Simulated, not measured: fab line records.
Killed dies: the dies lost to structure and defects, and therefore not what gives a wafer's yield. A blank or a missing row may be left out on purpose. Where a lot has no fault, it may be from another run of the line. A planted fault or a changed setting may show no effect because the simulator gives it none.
Which tool was responsible? -- flow sky130 -- 7 lots, 21 wafers sampled, at 3 steps of a route of 708

## WHAT EACH GAUGE READ, for each wafer
SKY_CONTACT_RS_MEAS_25: the measuring method here is four-point-probe.
lot,measured,on,CONTACT_W_RS (ohm/sq)
L716,day 33 11:55,film-metro-03,0.341 0.336 0.342
L718,day 34 04:41,film-metro-03,0.338 0.335 0.340
L723,day 35 09:08,film-metro-01,0.337 0.334 0.340
L724,day 35 16:10,film-metro-03,0.346 0.341 0.340
L730,day 37 07:04,film-metro-03,0.341 0.330 0.339
L736,day 38 21:49,film-metro-01,0.344 0.333 0.338

## WHAT TOOL EACH LOT RAN ON (gives the tool, then ch and the chambers of the sampled wafers, and finally the start)
lot,SKY_POLY_GATE_DEVELOP_12,SKY_CONTACT_CMP_04
L716,"litho-track-01 ch 0, day 18 11:00","cmp-02 ch 0,2, day 32 06:44"
L718,"litho-track-04 ch 0, day 19 05:00","cmp-02 ch 0,2,3, day 33 01:22"
L723,"litho-track-01 ch 0, day 20 15:00","cmp-02 ch 0,1, day 34 06:08"
L724,"litho-track-01 ch 0, day 20 17:00","cmp-02 ch 0,1,2, day 34 13:16"
L730,"litho-track-01 ch 0, day 22 21:00","cmp-01 ch 0,1,2, day 36 03:50"
L735,"litho-track-01, day 24 09:00",-
L736,"litho-track-03 ch 0, day 24 16:00","cmp-01 ch 0,1, day 37 18:25"
- SKY_POLY_GATE_DEVELOP_12: develop time 60 s.
- SKY_CONTACT_CMP_04: polishes SiO2.

## THE ANSWER, worked out from the rows above alone
Rule: what is usual is taken from the lots themselves. Put in order of their means at a reading, lots are off if they are a third of the lots or fewer, leave a main group of 4 or more, and stand apart from it by a gap of 3 or more times the standard deviation of the main group's means; of several such gaps the widest counts. Not used: any main group whose means are identical at the precision the tables above print for the reading. A lot without any number at a reading at which 4 lots or more have one is off too. Any other lot the step has rows for is counted as sound.
Across all readings shown, no lot is off: no conclusion can be drawn from this.

## WHAT THE SIMULATOR HAD PUT IN
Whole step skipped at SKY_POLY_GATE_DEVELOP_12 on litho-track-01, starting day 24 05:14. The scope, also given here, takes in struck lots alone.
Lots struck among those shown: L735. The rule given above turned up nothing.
